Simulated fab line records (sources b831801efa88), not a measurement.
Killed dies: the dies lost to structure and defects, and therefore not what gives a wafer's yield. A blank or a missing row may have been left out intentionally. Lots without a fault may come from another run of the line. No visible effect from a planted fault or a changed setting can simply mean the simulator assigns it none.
What tool caused it? + flow gf180mcu + 72 wafers from 24 lots sampled at 2 of the route's 602 steps

WHAT THE GAUGES SHOWED, per wafer
GF_V4_THK_MEAS_03. Usual: V4_CVD_02_THK gives 847 nm (standard deviation 11).
| lot  | measured     | on            | V4_CVD_02_THK (nm) | flag |
|------|--------------|---------------|--------------------|------|
| L074 | day 23 10:08 | film metro-02 | 842 845 861        |      |
| L075 | day 23 19:06 | film metro-01 | 842 851 860        |      |
| L076 | day 24 05:38 | film metro-02 | 827 853 844        |      |
| L077 | day 24 08:29 | film metro-02 | 838 835 840        |      |
| L078 | day 25 01:05 | film metro-01 | 837 822 849        |      |
| L079 | day 25 07:10 | film metro-01 | 831 846 854        |      |
| L080 | day 25 15:41 | film metro-03 | 826 842 846        |      |
| L081 | day 25 19:35 | film metro-01 | 827 843 852        |      |
| L082 | day 26 05:31 | film metro-03 | 830 845 857        |      |
| L083 | day 26 14:34 | film metro-01 | 838 852 852        |      |
| L084 | day 26 23:05 | film metro-01 | 832 853 840        |      |
| L085 | day 27 07:58 | film metro-03 | 846 831 856        |      |
| L086 | day 27 16:39 | film metro-03 | 845 842 836        |      |
| L087 | day 27 21:48 | film metro-03 | 844 857 849        |      |
| L088 | day 28 02:23 | film metro-01 | 845 873 860        |      |
| L089 | day 28 12:23 | film metro-01 | 850 847 867        |      |
| L090 | day 28 18:27 | film metro-01 | 828 850 862        |      |
| L091 | day 28 22:18 | film metro-01 | 841 860 857        |      |
| L092 | day 29 04:11 | film metro-03 | 852 840 854        |      |
| L093 | day 29 10:57 | film metro-02 | 837 849 860        |      |
| L094 | day 29 18:41 | film metro-03 | 850 869 863        |      |
| L095 | day 29 23:17 | film metro-01 | 855 835 876        |      |
| L096 | day 30 07:20 | film metro-01 | 853 850 868        |      |
| L097 | day 30 10:31 | film metro-02 | 840 849 836        |      |

WHAT TOOL EACH LOT RAN ON (gives the tool, then ch and the chambers of the sampled wafers, and finally the start)
| lot  | GF_M3_SPUTTER_01             |
|------|------------------------------|
| L074 | pvd sputter-02, day 20 07:14 |
| L075 | pvd sputter-02, day 20 17:10 |
| L076 | pvd sputter-02, day 21 05:04 |
| L077 | pvd sputter-03, day 21 07:01 |
| L078 | pvd sputter-02, day 22 00:46 |
| L079 | pvd sputter-02, day 22 07:11 |
| L080 | pvd sputter-02, day 22 16:42 |
| L081 | pvd sputter-02, day 22 21:10 |
| L082 | pvd sputter-01, day 23 08:35 |
| L083 | pvd sputter-03, day 23 17:56 |
| L084 | pvd sputter-03, day 24 03:19 |
| L085 | pvd sputter-03, day 24 12:52 |
| L086 | pvd sputter-02, day 24 21:46 |
| L087 | pvd sputter-03, day 25 03:48 |
| L088 | pvd sputter-03, day 25 09:16 |
| L089 | pvd sputter-03, day 25 20:32 |
| L090 | pvd sputter-01, day 26 02:27 |
| L091 | pvd sputter-03, day 26 05:43 |
| L092 | pvd sputter-02, day 26 13:23 |
| L093 | pvd sputter-03, day 26 21:11 |
| L094 | pvd sputter-02, day 27 04:24 |
| L095 | pvd sputter-03, day 27 09:12 |
| L096 | pvd sputter-02, day 27 18:29 |
| L097 | pvd sputter-01, day 27 21:26 |
- GF_M3_SPUTTER_01: material TiN, target thk 30 nm, time 25 s.

AS READ BY THE TOOLS THEMSELVES (means over the sampled wafers that have a number; for cases with no such wafer, the mark the record gives instead)
GF_M3_SPUTTER_01. Usual: throttle valve pct at 29.9 %, with a standard deviation of 0.97.
| lot  | tool           | throttle valve pct (%) | flag |
|------|----------------|------------------------|------|
| L074 | pvd sputter-02 | 30.2                   |      |
| L075 | pvd sputter-02 | 30.2                   |      |
| L076 | pvd sputter-02 | 29.8                   |      |
| L077 | pvd sputter-03 | 29.5                   |      |
| L078 | pvd sputter-02 | 30.0                   |      |
| L079 | pvd sputter-02 | 30.2                   |      |
| L080 | pvd sputter-02 | 30.1                   |      |
| L081 | pvd sputter-02 | 30.1                   |      |
| L082 | pvd sputter-01 | 29.5                   |      |
| L083 | pvd sputter-03 | 30.9                   |      |
| L084 | pvd sputter-03 | 30.3                   |      |
| L085 | pvd sputter-03 | 29.4                   |      |
| L086 | pvd sputter-02 | 30.4                   |      |
| L087 | pvd sputter-03 | 30.1                   |      |
| L088 | pvd sputter-03 | 30.3                   |      |
| L089 | pvd sputter-03 | 30.2                   |      |
| L090 | pvd sputter-01 | 28.9                   |      |
| L091 | pvd sputter-03 | 28.7                   |      |
| L092 | pvd sputter-02 | 30.3                   |      |
| L093 | pvd sputter-03 | 29.6                   |      |
| L094 | pvd sputter-02 | 30.3                   |      |
| L095 | pvd sputter-03 | 29.3                   |      |
| L096 | pvd sputter-02 | 30.1                   |      |
| L097 | pvd sputter-01 | 31.0                   |      |

THE ANSWER, worked out from the rows above alone
Rule: lot off if the mean of its wafers having a number is beyond 3 standard deviations from the usual mean. Also off: a lot with no number at a reading for which 4 or more lots have one. The other lots that the step has rows for count as sound. After the gauges, taken in route order, come the tools' own readings; for these a lot's mean is taken, as printed above. At the first step where some lot is off, the reading lying furthest off is the one used; lots without a number count as furthest.
Across all readings shown, no lot is off: no conclusion can be drawn from this.

WHAT WAS PUT IN BY THE SIMULATOR
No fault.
